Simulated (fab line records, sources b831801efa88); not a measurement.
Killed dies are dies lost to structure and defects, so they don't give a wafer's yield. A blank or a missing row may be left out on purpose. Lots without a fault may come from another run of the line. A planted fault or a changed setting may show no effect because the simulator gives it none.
Tool commonality check | flow sky130 | 11 lots, 33 wafers sampled

WHY IT WAS OPENED
At SKY_SD_N_RS_MEAS_16 the reading SD_N_RS is flagged on 2 of 11 lots. Wafers without a fault read 68.59 ohm/sq, standard deviation 0.1.
Rule: a lot is flagged when every wafer of it that has a number lies more than 4 standard deviations from that mean, or none has a number. The other lots count as sound.

lot  | measured     | on            | SD_N_RS (ohm/sq), wafer by wafer | flag
L648 | day 29 04:11 | film_metro-01 | 68.49 68.40 68.70                |
L651 | day 29 11:47 | film_metro-02 | 68.75 68.71 68.64                |
L650 | day 29 12:34 | film_metro-03 | 68.65 68.68 68.52                |
L652 | day 29 17:11 | film_metro-01 | 68.50 68.56 68.43                |
L654 | day 30 19:20 | film_metro-01 | 68.47 68.59 68.55                |
L658 | day 31 22:46 | film_metro-03 | 63.66 63.74 63.70                | FLAGGED
L660 | day 32 11:47 | film_metro-01 | 63.60 63.55 63.45                | FLAGGED
L661 | day 32 15:18 | film_metro-01 | 68.57 68.62 68.77                |
L663 | day 33 03:42 | film_metro-03 | 68.47 68.57 68.46                |
L668 | day 34 18:38 | film_metro-02 | 68.52 68.62 68.67                |
L669 | day 34 21:00 | film_metro-01 | 68.45 68.54 68.53                |
The numbers of the flagged lots are 63.62 ohm/sq on average: -4.97 ohm/sq against the usual, or -50 standard deviations.

WHICH TOOL RAN EACH LOT
The record holds 1 process step before the reading, out of a route of 708 steps. In each cell: the tool, then ch and the chambers that the sampled wafers went through, then the start.
lot  | flag    | SKY_SD_N_RTA_14
L648 |         | rtp_anneal-02 ch 0, day 29 03:59
L651 |         | rtp_anneal-01 ch 0, day 29 11:37
L650 |         | rtp_anneal-02 ch 0, day 29 12:23
L652 |         | rtp_anneal-01 ch 0, day 29 17:01
L654 |         | rtp_anneal-01 ch 0, day 30 19:10
L658 | FLAGGED | rtp_anneal-01 ch 0, day 31 22:34
L660 | FLAGGED | rtp_anneal-01 ch 0, day 32 11:37
L661 |         | rtp_anneal-02 ch 0, day 32 15:06
L663 |         | rtp_anneal-02 ch 0, day 33 03:30
L668 |         | rtp_anneal-01 ch 0, day 34 18:28
L669 |         | rtp_anneal-02 ch 0, day 34 20:48
What these steps do:
- SKY_SD_N_RTA_14: time 2 s.
- SKY_SD_N_RS_MEAS_16: measures by four-point-probe.

FLAGGED OVER TOTAL, TOOL BY TOOL (the gauges that took the reading come last)
step                | tool          | lots run | flagged | share of the flagged lots | sound lots run after its first flagged lot
SKY_SD_N_RTA_14     | rtp_anneal-01 | 6        | 2       | all                       | 1 (L668)
SKY_SD_N_RTA_14     | rtp_anneal-02 | 5        | 0       | none                      | -
SKY_SD_N_RS_MEAS_16 | film_metro-01 | 6        | 1       | some                      | 2 (L661,L669)
SKY_SD_N_RS_MEAS_16 | film_metro-02 | 2        | 0       | none                      | -
SKY_SD_N_RS_MEAS_16 | film_metro-03 | 3        | 1       | some                      | 1 (L663)

WHAT THE TABLE ALLOWS
1 row of the table ran every flagged lot: rtp_anneal-01 at SKY_SD_N_RTA_14.
- rtp_anneal-01 at SKY_SD_N_RTA_14: 2 of its 6 lots flagged. Sound lots ran on it after the first flagged one (L668), which a lasting fault on the whole tool wouldn't allow. Its own readings lie more than 4 standard deviations out on every wafer of the flagged lots: lamp_power_pct, wafer_temp_C_max.
No row of the table ran every flagged lot and no sound lot after the first.

WHAT THE SIMULATOR HAD PUT IN
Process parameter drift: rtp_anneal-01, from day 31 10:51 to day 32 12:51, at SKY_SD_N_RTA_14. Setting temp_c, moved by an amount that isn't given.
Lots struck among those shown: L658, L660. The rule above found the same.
